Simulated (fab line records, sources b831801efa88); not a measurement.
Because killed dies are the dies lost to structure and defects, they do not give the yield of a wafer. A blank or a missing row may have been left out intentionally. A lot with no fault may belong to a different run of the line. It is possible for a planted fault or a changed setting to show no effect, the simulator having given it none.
The same fault as seen by 2 desks || flow sky130 || only its own numbers are on each desk; what lay behind them is given at the end

== THE METROLOGY DESK ==
What the gauges read for every lot (on any tool): the sampled wafers with a number, averaged. The brackets show how far a lot's mean lies from the usual mean; more than 4 standard deviations puts the lot out of limits, marked OUT.
Columns: A = METAL2_ALCU_RS at SKY_METAL2_RS_MEAS_05, usual 0.1268 ohm/sq
{"lot": "L970", "first seen here": "day 33 16:40", "A": 0.1267}
{"lot": "L972", "first seen here": "day 34 08:19", "A": 0.1272}
{"lot": "L973", "first seen here": "day 34 16:05", "A": 0.1255}
{"lot": "L974", "first seen here": "day 35 01:48", "A": 0.1250}
{"lot": "L976", "first seen here": "day 36 19:38", "A": 0.1278}
{"lot": "L978", "first seen here": "day 36 19:39", "A": 0.1263}
{"lot": "L977", "first seen here": "day 36 23:29", "A": 0.1294}
{"lot": "L979", "first seen here": "day 37 02:15", "A": 0.1275}
{"lot": "L981", "first seen here": "day 37 16:55", "A": 0.1278}
{"lot": "L984", "first seen here": "day 38 15:45", "A": 0.1271}
{"lot": "L985", "first seen here": "day 39 00:05", "A": 0.1264}
{"lot": "L993", "first seen here": "day 40 20:19", "A": 0.1268}
This desk's verdict: no lot among the 12 shows anything out of limits.

== FOR THE TOOL OWNER'S DESK: litho_track-02 ==
Per lot that ran on this tool, the mean of the sampled wafers carrying a number, from the tool's own readings at SKY_VIA2_SOFTBAKE_08 (time 90 s). The brackets show how far a lot's mean lies from the usual mean; more than 4 standard deviations puts the lot out of limits, marked OUT.
Columns: A = chill_plate_temp_C at SKY_VIA2_SOFTBAKE_08, usual 23.01 C; B = run_length_s at SKY_VIA2_SOFTBAKE_08, usual 119.13 s
{"lot": "L970", "first seen here": "day 35 10:00", "A": 22.92, "B": 119.14}
{"lot": "L973", "first seen here": "day 36 08:00", "A": 23.03, "B": 119.25}
{"lot": "L976", "first seen here": "day 38 10:00", "A": 23.15, "B": 119.14}
{"lot": "L977", "first seen here": "day 38 15:00", "A": 22.97, "B": 119.10}
{"lot": "L979", "first seen here": "day 38 18:00", "A": 22.92, "B": 119.21}
{"lot": "L981", "first seen here": "day 39 08:00", "A": 22.92, "B": 119.01}
{"lot": "L984", "first seen here": "day 40 07:00", "A": 23.17, "B": "121.84 (+23) OUT"}
{"lot": "L985", "first seen here": "day 40 14:00", "A": 22.92, "B": "120.95 (+15) OUT"}
This desk's verdict: out of limits on L984, L985, starting with L984 at day 40 07:00 (run_length_s at SKY_VIA2_SOFTBAKE_08). Within limits: L970, L973, L976, L977, L979, L981.

== ALL TOGETHER ==
The tool owner's desk could have raised an alarm at day 40 07:00, on L984, L985.
From the metrology desk's view, nothing was out of limits.
The metrology desk has L984, L985 on record, within its limits.
SKY_VIA2_SOFTBAKE_08 was run on litho_track-02 by each of the lots named.

== WHAT WAS PUT IN BY THE SIMULATOR ==
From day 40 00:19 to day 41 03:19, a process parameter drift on litho_track-02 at SKY_VIA2_SOFTBAKE_08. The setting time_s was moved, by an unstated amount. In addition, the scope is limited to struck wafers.
Lots struck among those shown: L984, L985.
Each desk's first reading out of limits, in hours after the fault started: the tool owner's desk, 7.
